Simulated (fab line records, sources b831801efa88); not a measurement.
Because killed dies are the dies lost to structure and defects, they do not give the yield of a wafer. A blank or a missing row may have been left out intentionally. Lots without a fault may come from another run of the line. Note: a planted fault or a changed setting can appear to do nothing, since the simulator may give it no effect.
Which of the tools did it? | flow sky130 | 15 lots, 45 wafers sampled, at 2 steps of a route of 708

== WHAT THE GAUGES SHOWED, per wafer ==
SKY_PWDE_TW_MEAS_10. Usual: for PWDE_TW the level is 372 and the standard deviation is 4.
lot  | measured    | on            | PWDE_TW     | flag
L202 | day 4 03:42 | film metro-03 | 373 375 376 |
L203 | day 4 09:48 | film metro-03 | 373 374 375 |
L205 | day 5 03:29 | film metro-04 | 366 366 367 |
L207 | day 5 06:58 | film metro-03 | 372 374 373 |
L208 | day 5 14:40 | film metro-04 | 369 368 370 |
L209 | day 5 20:13 | film metro-01 | 377 379 377 |
L210 | day 6 00:28 | film metro-03 | 371 374 375 |
L212 | day 6 08:52 | film metro-04 | 366 365 364 |
L213 | day 6 16:30 | film metro-04 | 363 364 364 |
L214 | day 7 04:09 | film metro-03 | 374 376 376 |
L219 | day 8 03:55 | film metro-03 | 375 375 375 |
L221 | day 8 12:43 | film metro-01 | 373 375 375 |
L222 | day 8 19:43 | film metro-04 | 367 368 369 |
L223 | day 9 05:08 | film metro-03 | 374 373 374 |
L224 | day 9 11:54 | film metro-03 | 375 374 376 |

SKY_VT_ADJUST_NCORE_CD_MEAS_07: the cd target is 380 nm. Usual: 379.4 nm for cd nm, sd 2.9.
lot  | measured     | on        | cd nm (nm)        | flag
L202 | day 9 01:43  | cd sem-01 | 381.9 381.5 381.9 |
L203 | day 9 09:04  | cd sem-01 | 379.1 378.0 373.5 |
L205 | day 10 05:08 | cd sem-02 | 380.2 383.1 379.9 |
L207 | day 10 10:05 | cd sem-01 | 378.0 380.6 381.3 |
L208 | day 10 17:56 | cd sem-01 | 378.7 377.1 378.5 |
L209 | day 11 00:21 | cd sem-02 | 386.1 383.1 382.3 |
L210 | day 11 05:02 | cd sem-01 | 378.0 378.3 377.2 |
L212 | day 11 14:38 | cd sem-02 | 381.4 383.8 382.6 |
L213 | day 12 01:16 | cd sem-02 | 385.4 383.3 385.9 |
L214 | day 12 13:52 | cd sem-01 | 378.5 378.0 377.1 |
L219 | day 13 20:07 | cd sem-01 | 377.5 376.8 375.6 |
L221 | day 14 08:51 | cd sem-02 | 379.0 380.3 379.7 |
L222 | day 14 16:29 | cd sem-02 | 383.0 380.7 382.1 |
L223 | day 15 03:17 | cd sem-02 | 379.9 376.0 380.4 |
L224 | day 15 13:55 | cd sem-01 | 380.1 381.7 378.2 |

== EACH LOT AND THE TOOL THAT RAN IT (in order: tool; ch and the chambers of the sampled wafers; start) ==
No process step before these readings appears in the record.

== AS READ BY THE TOOLS THEMSELVES (means over the sampled wafers that have a number; for cases with no such wafer, the mark the record gives instead) ==
The record holds no such reading with a usual standard deviation.

== THE ANSWER, worked out from the rows above alone ==
Rule: lot off if the mean of its wafers having a number is beyond 3 standard deviations from the usual mean. Also off: a lot with no number at a reading for which 4 or more lots have one. The other lots that the step has rows for count as sound. First the gauges in route order, then the tools' own readings, where a lot's mean is used as printed above. The first step at which some lot is off is used, and at that step the reading that is off furthest; a lot without a number counts as furthest.
No lot is off at any reading shown: from this, nothing can be told.

== WHAT THE SIMULATOR HAD PUT IN ==
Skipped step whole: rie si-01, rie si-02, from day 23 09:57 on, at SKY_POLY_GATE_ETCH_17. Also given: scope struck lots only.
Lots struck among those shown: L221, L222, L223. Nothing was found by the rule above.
